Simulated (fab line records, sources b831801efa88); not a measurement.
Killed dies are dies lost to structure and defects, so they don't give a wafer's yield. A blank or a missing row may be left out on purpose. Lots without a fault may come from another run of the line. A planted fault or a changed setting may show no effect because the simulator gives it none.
Which tool did it? | flow gf180mcu | 13 lots, 39 wafers sampled, at 5 steps of a route of 602

WHAT THE GAUGES READ, wafer by wafer
GF_HV_LDD_TW_MEAS_11. Usual: HV_LDD_TW 2439, standard deviation 45.
lot  | measured     | on            | HV_LDD_TW      | flag
L491 | day 10 02:52 | film_metro-02 | 2465 2450 2464 |
L499 | day 12 14:05 | film_metro-02 | 2496 2488 2476 |
L500 | day 12 18:47 | film_metro-03 | 2372 2367 2365 |
L501 | day 13 03:03 | film_metro-04 | 2452 2466 2460 |
L502 | day 13 12:27 | film_metro-03 | 2361 2360 2370 |
L503 | day 14 02:18 | film_metro-02 | 2457 2471 2454 |
L506 | day 14 15:27 | film_metro-04 | 2437 2449 2457 |
L507 | day 14 23:57 | film_metro-02 | 2460 2459 2460 |
L509 | day 15 10:26 | film_metro-03 | 2384 2377 2377 |
L511 | day 16 07:37 | film_metro-02 | 2477 2461 2472 |
L512 | day 16 11:29 | film_metro-04 | 2450 2457 2456 |
L513 | day 16 14:42 | film_metro-04 | 2450 2467 2449 |
L514 | day 17 03:06 | film_metro-04 | 2450 2432 2442 |

GF_NSD_OVL_MEAS_08. Usual: NSD_OVL 0.5 nm, standard deviation 1.5.
lot  | measured     | on         | NSD_OVL (nm)   | flag
L491 | day 13 09:34 | overlay-02 | 0.0 0.3 -0.2   |
L499 | day 16 04:57 | overlay-02 | 2.7 2.4 0.6    |
L500 | day 16 10:40 | overlay-02 | -1.2 -1.7 -1.3 |
L501 | day 16 19:33 | overlay-01 | 2.7 2.4 2.2    |
L502 | day 17 06:09 | overlay-02 | 1.4 1.2 2.2    |
L503 | day 18 05:46 | overlay-02 | 3.2 0.0 0.0    |
L506 | day 18 12:25 | overlay-01 | -1.7 -0.6 0.9  |
L507 | day 19 00:00 | overlay-02 | 0.9 -1.0 0.8   |
L509 | day 19 10:15 | overlay-02 | -0.3 -0.4 -1.1 |
L511 | day 20 10:38 | overlay-02 | 2.1 0.5 1.1    |
L512 | day 20 14:21 | overlay-01 | 0.7 0.0 1.5    |
L513 | day 20 17:13 | overlay-02 | 2.1 2.1 1.8    |
L514 | day 21 05:20 | overlay-01 | 0.7 1.0 0.5    |

GF_SAB_THK_MEAS_01. Usual: SAB_CVD_00_THK 50.1 nm, standard deviation 0.63.
lot  | measured     | on            | SAB_CVD_00_THK (nm)           | flag
L491 | day 14 07:16 | film_metro-02 | 49.0 50.5 50.5                |
L499 | day 17 04:26 | film_metro-04 | 50.2 50.1 50.8                |
L500 | day 17 10:58 | film_metro-02 | 57.3 50.1 51.3 57.4 50.1 51.4 | OFF
L501 | day 17 20:00 | film_metro-04 | 50.2 50.7 58.6 50.2 50.7 58.6 | OFF
L502 | day 18 07:42 | film_metro-04 | 50.5 50.2 50.7                |
L503 | day 19 06:42 | film_metro-02 | 49.0 49.6 49.7                |
L506 | day 19 13:46 | film_metro-02 | 48.0 50.1 50.5                |
L507 | day 20 01:28 | film_metro-01 | 49.6 50.3 50.5                |
L509 | day 20 11:58 | film_metro-02 | 48.8 50.1 50.5                |
L511 | day 21 11:11 | film_metro-01 | 49.3 50.5 49.9                |
L512 | day 21 15:08 | film_metro-02 | 49.6 50.7 50.0                |
L513 | day 21 17:49 | film_metro-02 | 49.9 50.2 50.7                |
L514 | day 22 05:37 | film_metro-01 | 50.2 50.5 50.1                |

WHICH TOOL RAN EACH LOT (tool, then ch and the chambers of the sampled wafers, then the start)
lot  | GF_DUAL_GATE_STRIP_13                | GF_SAB_CVD_00
L491 | plasma_asher-03 ch 0,1, day 8 11:47  | pecvd-03 ch 0,2, day 14 07:13
L499 | plasma_asher-03 ch 0,1, day 10 14:49 | pecvd-01 ch 0,1, day 17 04:25
L500 | plasma_asher-04 ch 0,1, day 10 23:31 | pecvd-02 ch 0,1,2, day 17 10:56
L501 | plasma_asher-04 ch 0,1, day 11 05:52 | pecvd-02 ch 0,2, day 17 19:59
L502 | plasma_asher-04 ch 0,1, day 11 15:43 | pecvd-01 ch 0,2, day 18 07:41
L503 | plasma_asher-02 ch 0,1, day 12 02:04 | pecvd-03 ch 0,1,2, day 19 06:41
L506 | plasma_asher-04 ch 0,1, day 12 15:25 | pecvd-03 ch 0,1, day 19 13:44
L507 | plasma_asher-04 ch 0,1, day 13 00:03 | pecvd-02 ch 1,2, day 20 01:26
L509 | plasma_asher-04 ch 0,1, day 13 10:43 | pecvd-03 ch 0,1,2, day 20 11:56
L511 | plasma_asher-04 ch 0,1, day 14 03:35 | pecvd-01 ch 0,2, day 21 11:08
L512 | plasma_asher-03 ch 0,1, day 14 09:49 | pecvd-03 ch 1,2, day 21 15:07
L513 | plasma_asher-02 ch 0,1, day 14 12:36 | pecvd-02 ch 0,2, day 21 17:47
L514 | plasma_asher-04 ch 0,1, day 15 02:15 | pecvd-03 ch 1,2, day 22 05:35
- GF_DUAL_GATE_STRIP_13: strips in O2/N2.
- GF_SAB_CVD_00: deposits SiO2 from TEOS, target thk 50 nm, time 4.9302 s.

WHAT THE TOOLS THEMSELVES READ (means of the sampled wafers that have a number; where no wafer has one, the mark that the record gives instead)
GF_DUAL_GATE_STRIP_13. Usual: drypump_motor_current_A 5.6 A, standard deviation 0.45; heater_power_w 356 W, standard deviation 21; oes_product_au 0.716 a.u., standard deviation 0.0042; strip_time_to_endpoint_s 12.62 s, standard deviation 0.035.
lot  | tool            | drypump_motor_current_A (A) | heater_power_w (W) | oes_product_au (a.u.) | strip_time_to_endpoint_s (s) | flag
L491 | plasma_asher-03 | 6.1                         | 364                | 0.719                 | 12.59                        |
L499 | plasma_asher-03 | 6.0                         | 383                | 0.711                 | 12.67                        |
L500 | plasma_asher-04 | 5.5                         | 358                | 0.713                 | 12.63                        |
L501 | plasma_asher-04 | 5.5                         | 362                | 0.716                 | 12.63                        |
L502 | plasma_asher-04 | 5.2                         | 350                | 0.716                 | 12.64                        |
L503 | plasma_asher-02 | 5.7                         | 341                | 0.719                 | 12.64                        |
L506 | plasma_asher-04 | 5.5                         | 356                | 0.717                 | 12.58                        |
L507 | plasma_asher-04 | 5.5                         | 351                | 0.718                 | 12.60                        |
L509 | plasma_asher-04 | 5.2                         | 355                | 0.714                 | 12.62                        |
L511 | plasma_asher-04 | 5.2                         | 350                | 0.713                 | 12.59                        |
L512 | plasma_asher-03 | 6.1                         | 363                | 0.711                 | 12.58                        |
L513 | plasma_asher-02 | 5.9                         | 355                | 0.713                 | 12.53                        |
L514 | plasma_asher-04 | 5.5                         | 358                | 0.715                 | 12.62                        |

GF_SAB_CVD_00. Usual: heater_power_w 610 W, standard deviation 83.
lot  | tool     | heater_power_w (W) | flag
L491 | pecvd-03 | 631                |
L499 | pecvd-01 | 533                |
L500 | pecvd-02 | 697                |
L501 | pecvd-02 | 674                |
L502 | pecvd-01 | 555                |
L503 | pecvd-03 | 628                |
L506 | pecvd-03 | 694                |
L507 | pecvd-02 | 729                |
L509 | pecvd-03 | 574                |
L511 | pecvd-01 | 513                |
L512 | pecvd-03 | 590                |
L513 | pecvd-02 | 736                |
L514 | pecvd-03 | 596                |

THE ANSWER, worked out from the rows above alone
Rule: a lot is off if the mean of its wafers that have a number lies more than 3 standard deviations from the usual mean. A lot without any number at a reading at which 4 lots or more have one is off too. The other lots that the step has rows for count as sound. The gauges are gone through in route order, then the tools' own readings, and for those a lot's mean is taken as printed above. The first step at which some lot is off is used, and at that step the reading that is off furthest; a lot without a number counts as furthest.
Off: L500, L501, at GF_SAB_THK_MEAS_01 (SAB_CVD_00_THK).
A tool fits if, at a process step before that reading, it ran every lot that is off, and no sound lot after the first of them. The gauges at GF_SAB_THK_MEAS_01 are tried like those tools. None of those tried fits.

WHAT THE SIMULATOR HAD PUT IN
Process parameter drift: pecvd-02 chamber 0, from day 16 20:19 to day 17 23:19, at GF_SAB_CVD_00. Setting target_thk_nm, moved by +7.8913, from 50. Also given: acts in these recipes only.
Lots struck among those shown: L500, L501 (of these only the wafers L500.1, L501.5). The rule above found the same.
